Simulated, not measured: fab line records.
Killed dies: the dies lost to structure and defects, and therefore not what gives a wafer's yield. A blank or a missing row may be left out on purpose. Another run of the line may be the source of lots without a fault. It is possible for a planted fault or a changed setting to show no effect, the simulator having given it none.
Comparing a struck lot with a sound one	flow sfqLine	14 steps out of a route of 325
Sound: the wafers L174.1, L174.2, L174.4. Struck: wafer L167.2. (L167.6 of the same lot was not struck and is left out.) The cause comes at the end.
For every step that has rows: the tool of each side, followed by ch and its chambers, followed by its first start. Under that, the readings that differ: sound wafers	struck wafers	difference of the means	sigmas: that difference in standard deviations of wafers without a fault.
alike: words and numbers the same on both sides, and readings whose means are apart by under 2 such deviations; not compared: readings that were withheld, readings missing a value for some wafer, numbers with overlapping values and no deviation given by the record, and bounds like >300 which may hide the same value.
The two part at a step that has a row with sigmas, a row that says differs or no value, or rows on one side only. Numbers that have no deviation but don't overlap get no sigmas and don't part them. A reading that every wafer of one side lacks parts them only if that side has two wafers or more.

first, 7 steps without rows for these wafers: SFQ_TRILAYER_JJ_CE_STRIP_SOLV_CLEAN_121 (cleans in NMP, time 600 s); SFQ_TRILAYER_M5_LITHO_COAT_128 (resist thk 62 nm); SFQ_TRILAYER_M5_LITHO_COAT_123 (resist thk 600 nm); SFQ_TRILAYER_M5_LITHO_SOFTBAKE_127; SFQ_TRILAYER_M5_LITHO_EXPOSE_124 (exposes mask M5, target cd 700 nm); SFQ_TRILAYER_M5_LITHO_PEB_126 (peb time 60 s); SFQ_TRILAYER_M5_LITHO_DEVELOP_125 (time 60 s).
SFQ_M5_OVL_MEAS_932:
  sound: overlay-01 at day 64 05:22; struck: overlay-01 at day 59 19:46
  alike: M5_OVL
SFQ_TRILAYER_M5_BARC_OPEN_METAL_ETCH_161: etches BARC in O2, target depth 125 nm, time 41.7 s.
  sound on rieMetal-01 ch 0,1, day 64 05:24; struck on rieMetal-03 ch 0, day 59 19:48
  alike: drypumpMotorCurrentA, oesProductAu
  not compared: rfHoursCounterH
SFQ_TRILAYER_M5_ETCH_METAL_ETCH_126: etches Nb in Cl2/BCl3, stops on SiO2, time 203.2 s, target depth 265 nm.
  sound on rieMetal-01 ch 0,1, day 64 05:28; struck on rieMetal-03 ch 0, day 59 19:52
  alike: drypumpMotorCurrentA, oesProductAu
  not compared: rfHoursCounterH
SFQ_TRILAYER_M5_STRIP_STRIP_127: strips in O2.
  sound on rieMetal-01 ch 0,1, day 64 05:40; struck on rieMetal-03 ch 0, day 59 20:04
  alike: drypumpMotorCurrentA, oesProductAu
  not compared: rfHoursCounterH
then, 1 step without rows for these wafers: SFQ_TRILAYER_M5_STRIP_SOLV_CLEAN_128 (cleans in NMP, time 600 s).
SFQ_TRILAYER_A5B_DEP_PECVD_129: deposits SiO2 from SiH4/N2O, time 133.33 s, target thk 600 nm.
  sound on pecvd-01 ch 1,2, day 64 06:37; struck on pecvd-03 ch 2, day 59 20:52
reading	sound	struck	difference	sigmas
runLengthS (s)	160.8 161.9 160.9	137.6	-23.6	-41
model.SiO2_of_TRILAYER_A5B_DEP_PECVD_129.thkNm (nm)	588.7 587.3 589.2	488	-100	
  alike: heaterPowerW, throttleValvePct
  not compared: susceptorTempC
SFQ_TRILAYER_A5B_CMP_CMP_130: polishes, stops on Nb, target thk 340.7 nm.
  sound on cmp-01 ch 0,1,2, day 64 07:12; struck on cmp-01 ch 1, day 60 04:39
  alike: edgeZonePressureFrac, headPressurePsi, motorCurrentA

== WHERE THEY PART ==
SFQ_TRILAYER_A5B_DEP_PECVD_129 only, going by this record. Later steps at which nothing parts them and some readings are alike: SFQ_TRILAYER_A5B_CMP_CMP_130.

WHY: what the simulator had put in
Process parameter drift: pecvd-03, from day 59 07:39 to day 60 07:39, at SFQ_TRILAYER_A5B_DEP_PECVD_129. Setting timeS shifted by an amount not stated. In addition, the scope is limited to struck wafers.
